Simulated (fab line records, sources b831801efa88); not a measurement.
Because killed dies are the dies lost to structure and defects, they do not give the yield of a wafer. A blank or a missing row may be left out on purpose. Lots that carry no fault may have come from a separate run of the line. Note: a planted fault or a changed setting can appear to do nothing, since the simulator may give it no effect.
Problem report, 8D (eight disciplines) form, completed by code / flow gf180mcu / the parts of the form that need people (team, actions taken, sign-off) are left out

== 1. THE PROBLEM ==
M4_ALCU_RS at GF_M4_RS_MEAS_05 reads a mean of 0.0662 ohm/sq on 2 wafers of 1 lot; wafers without a fault read 0.0699 ohm/sq with a standard deviation of 0.00074. That is -5.0 standard deviations from the usual mean.
The step: measures by four-point-probe.
Earliest sighting: wafer L906.2 on film_metro-03 at day 26 02:50. The record holds 15 wafers of 5 lots with a number at this step. Rule for "out" (also "out of limits"): further than 4 standard deviations from the usual mean. The rest of the wafers with a number are treated as sound.

== 2. WHAT IT IS AND WHAT IT IS NOT ==
question=which readings at this step | is=M4_ALCU_RS | is not=-
question=which lots | is=L906 | is not=L899, L901, L910, L919
question=which wafers of those lots | is=L906.2, L906.5 | is not=L906.4
question=read on which gauges | is=film_metro-03 | is not=film_metro-01, film_metro-02
question=when | is=from day 26 02:50 | is not=up to then (7 sound wafers); but 6 sound wafers of L910, L919 came after

== 3. THE SUSPECTS, EACH WITH WHAT RULES IT OUT ==
Counting: any tool at a process step up to the reading remains a suspect provided it ran every lot that is out. Sound lots after the first of them don't rule it out here, since some wafers of a struck lot are sound.
- the gauge at GF_M4_RS_MEAS_05: kept. All the wafers that are out were read on film_metro-03, and no step on other tools shows them out.
- rie_diel-02 at GF_V3_ETCH_17 (etches SiO2 in C4F8/O2/Ar, stops on TiN, target depth 635 nm): kept. It processed L906, the lot that is out, at day 26 01:22, and its most recent sound lot before then was L899 at day 23 17:08. GF_V3_ETCH_17 gives no start for some lots, so the hours and the order of its lots are those of GF_V3_STRIP_18.
- plasma_asher-01 at GF_V3_STRIP_18 (strips in O2/N2): kept. It ran the lot that is out, L906 (day 26 01:22).
- cvd_w-02 at GF_V3_CVD_23 (deposits W, target thk 350 nm, time 104.9 s): kept. It ran the lot that is out, L906 (day 26 02:00).
- pvd_sputter-01 at GF_M4_SPUTTER_02 (material AlCu, target thk 450 nm, time 23.9 s): kept. It processed L906, the lot that is out, at day 26 02:43, and its most recent sound lot before then was L901 at day 24 08:56.
- pvd_sputter-01 at GF_M4_SPUTTER_03 (material Ti, target thk 10 nm, time 6.7 s): kept. It processed L906, the lot that is out, at day 26 02:45, and its most recent sound lot before then was L901 at day 24 08:58.
- pvd_sputter-01 at GF_M4_SPUTTER_04 (material TiN, target thk 50 nm, time 41.7 s): kept. It processed L906, the lot that is out, at day 26 02:46, and its most recent sound lot before then was L901 at day 24 08:59.
Left after counting: rie_diel-02 at GF_V3_ETCH_17, plasma_asher-01 at GF_V3_STRIP_18, cvd_w-02 at GF_V3_CVD_23, pvd_sputter-01 at GF_M4_SPUTTER_02, pvd_sputter-01 at GF_M4_SPUTTER_03, pvd_sputter-01 at GF_M4_SPUTTER_04, film_metro-03 at GF_M4_RS_MEAS_05.

== 4. THE CAUSE (what the simulator had put in) ==
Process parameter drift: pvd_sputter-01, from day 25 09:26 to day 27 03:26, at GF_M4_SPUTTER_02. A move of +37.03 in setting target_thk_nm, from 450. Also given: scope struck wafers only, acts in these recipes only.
7 suspects survive the count, and this tool is in that group.

== 5. SEQUENCE OF EFFECTS, ordered by route ==
One row per reading whose mean, taken over the struck wafers that have a number, lies over 3 standard deviations from the usual. Readings are gone through only where the record gives a usual standard deviation; hours: the median, over the lots, of the time from a lot's start at the first step in this table giving one to that lot's start at this step; sigmas: the change measured in usual standard deviations.
hours=0; step=GF_M4_RS_MEAS_05; reading=M4_ALCU_RS; usual=0.0699 ohm/sq; on struck wafers=0.0662; change=-0.0037; sigmas=-5.0
hours=4; step=GF_M4_THK_MEAS_06; reading=M4_ALCU_THK; usual=452 nm; on struck wafers=474; change=+22; sigmas=+3.8
hours=21; step=GF_M4_METAL_ETCH_16; reading=throttle_valve_pct; usual=28.252 %; on struck wafers=28.218; change=-0.034; sigmas=-3.5
Here are the process steps it includes:
- GF_M4_METAL_ETCH_16: etches the open film in Cl2/BCl3, stops on SiO2, target depth 627.5 nm, time 104.6 s.
At these later measuring or inspecting steps, every struck wafer for which the step has a row has a number for every such reading, and none has moved that far: GF_M4_CD_MEAS_14, GF_M4_OVL_MEAS_15.

== 6. HOW IT WOULD HAVE BEEN CAUGHT EARLIER ==
Counted from the fault's start at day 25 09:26, it took 17 hours until the first out-of-limits reading at a measuring or inspecting step in this record, taken at day 26 02:50.
An alarm limit of 4 standard deviations would not have fired on the tool readings at GF_M4_SPUTTER_02 for which the record gives a usual standard deviation, since none of them was out on any struck wafer.
By day 26 02:50 the whole set of lots that are out, 1 in number, had already begun GF_M4_SPUTTER_02 on pvd_sputter-01. A hold on the tool at that time would have spared none of them.
